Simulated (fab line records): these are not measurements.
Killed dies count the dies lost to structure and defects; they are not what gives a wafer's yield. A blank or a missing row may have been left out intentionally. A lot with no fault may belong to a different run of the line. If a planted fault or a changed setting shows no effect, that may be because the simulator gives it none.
Code-filled problem report in 8D (eight disciplines) form	flow gf180mcu	the parts of the form that need people (team, actions taken, sign-off) are left out

## 1. WHAT WENT WRONG
exposureDoseMJCm2 at GF_HV_LDD_EXPOSE_28 reads a mean of 136.68 on 9 wafers of 3 lots; wafers without a fault read 140.01 with a standard deviation of 0.13. Relative to the usual mean, that is a shift of -26 standard deviations.
The step: exposes mask Nplus HV AREA, target cd 400 nm.
First seen on wafer L131.2, day 14 01:02, on ilineStepper-01. The record holds 39 wafers of 13 lots with a number at this step. Rule for "out" (also "out of limits"): further than 4 standard deviations from the usual mean. The rest of the wafers with a number are treated as sound.

## 2. WHAT IT IS, AND WHAT IT ISN'T
question	is	is not
which readings at this step	exposureDoseMJCm2	-
which lots	L131, L133, L135	L123, L124, L126, L127, L128, L129, L134, L136, L142, L145
which wafers of those lots	all that have a number	-
read on which tools	ilineStepper-01	ilineStepper-02
when	from day 14 01:02	up to then (18 sound wafers); but 12 sound wafers of L134, L136, L142, L145 came after

## 3. WHAT RULES OUT EACH SUSPECT
Counting: a tool at a process step up to the reading stays a suspect if it ran every lot that is out and no sound lot after the first of them.
- ilineStepper-01 at GF_HV_LDD_EXPOSE_28 (exposes mask Nplus HV AREA, target cd 400 nm): kept. It processed each lot that is out, first L131 at day 14 01:02, and no sound lot thereafter; up to then, the last sound lot it processed was L129 at day 13 16:33. On those wafers its own readings are out: exposureDoseMJCm2.
The count leaves ilineStepper-01 at GF_HV_LDD_EXPOSE_28.

## 4. THE CAUSE (what the simulator had put in)
Drift in process parameters on ilineStepper-01 at GF_HV_LDD_EXPOSE_28, starting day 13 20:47. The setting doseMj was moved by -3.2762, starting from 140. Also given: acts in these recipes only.
This tool alone remained once counting was done.

## 5. THE CHAIN OF EFFECTS, in route order
One row per reading whose mean, taken over the struck wafers that have a number, lies over 3 standard deviations from the usual. Readings are gone through only where the record gives a usual standard deviation; hours: the median, over the lots, of the time from a lot's start at the first step in this table giving one to that lot's start at this step; sigmas: the change measured in usual standard deviations.
hours	step	reading	usual	on struck wafers	change	sigmas
0	GF_HV_LDD_EXPOSE_28	exposureDoseMJCm2	140.01	136.68	-3.33	-26
Its process steps:
- GF_HV_LDD_EXPOSE_28: exposes mask Nplus HV AREA, target cd 400 nm.
At these later measuring or inspecting steps, every struck wafer for which the step has a row has a number for every such reading, and none has moved that far: GF_HV_LDD_CD_MEAS_31.

## 6. WHAT WOULD HAVE CAUGHT IT SOONER
The fault began at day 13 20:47; the first out-of-limits reading in this record came at day 14 01:02, 4 hours later.
